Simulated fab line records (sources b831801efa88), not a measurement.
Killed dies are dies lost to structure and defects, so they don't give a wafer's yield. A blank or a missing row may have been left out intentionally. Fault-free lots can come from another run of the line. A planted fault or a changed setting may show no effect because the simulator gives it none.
The same fault as seen by 2 desks ; flow gf180mcu ; each desk has only its own numbers; what lay behind them comes last

TOOL OWNER'S DESK, rie diel-01
The tool's own readings at GF_V2_ETCH_17 (etches SiO2 in C4F8/O2/Ar, stops on TiN, target depth 630 nm): means of the sampled wafers that have a number, for each lot that ran on this tool. Any lot whose mean is over 4 standard deviations away from the usual mean is out of limits and marked OUT; that distance is given in the brackets.
Columns: A = oes product au at GF_V2_ETCH_17, usual 0.856 a.u.
lot;first seen here;A
L675;day 20 13:00;0.857
L680;day 22 10:00;0.857
L681;day 22 21:00;0.855
L684;day 24 01:00;0.853
L694;day 27 03:00;0.856
This desk's finding: nothing out of limits on any of the 5 lots.

THE METROLOGY DESK
Lot by lot, what the gauges showed, no matter which tool ran the lot: averages of those sampled wafers that carry a number. Any lot whose mean is over 4 standard deviations away from the usual mean is out of limits and marked OUT; that distance is given in the brackets.
Columns: A = V5_W_RS at GF_V5_RS_MEAS_24, usual 0.330 ohm/sq
lot;first seen here;A
L674;day 27 00:28;0.329
L675;day 27 10:08;0.326
L676;day 27 19:47;0.332
L680;day 29 01:40;0.327
L681;day 29 10:57;0.329
L684;day 30 09:36;0.329
L687;day 31 06:58;0.330
L691;day 32 01:14;0.328
L692;day 32 07:36;0.332
L694;day 32 20:30;0.334
L696;day 33 08:07;0.329
L697;day 33 10:44;0.328
This desk's finding: nothing out of limits on any of the 12 lots.

TAKEN TOGETHER
The desk of the tool owner found nothing out of limits.
Metrology desk: nothing out of limits seen.

WHAT THE SIMULATOR HAD INSERTED
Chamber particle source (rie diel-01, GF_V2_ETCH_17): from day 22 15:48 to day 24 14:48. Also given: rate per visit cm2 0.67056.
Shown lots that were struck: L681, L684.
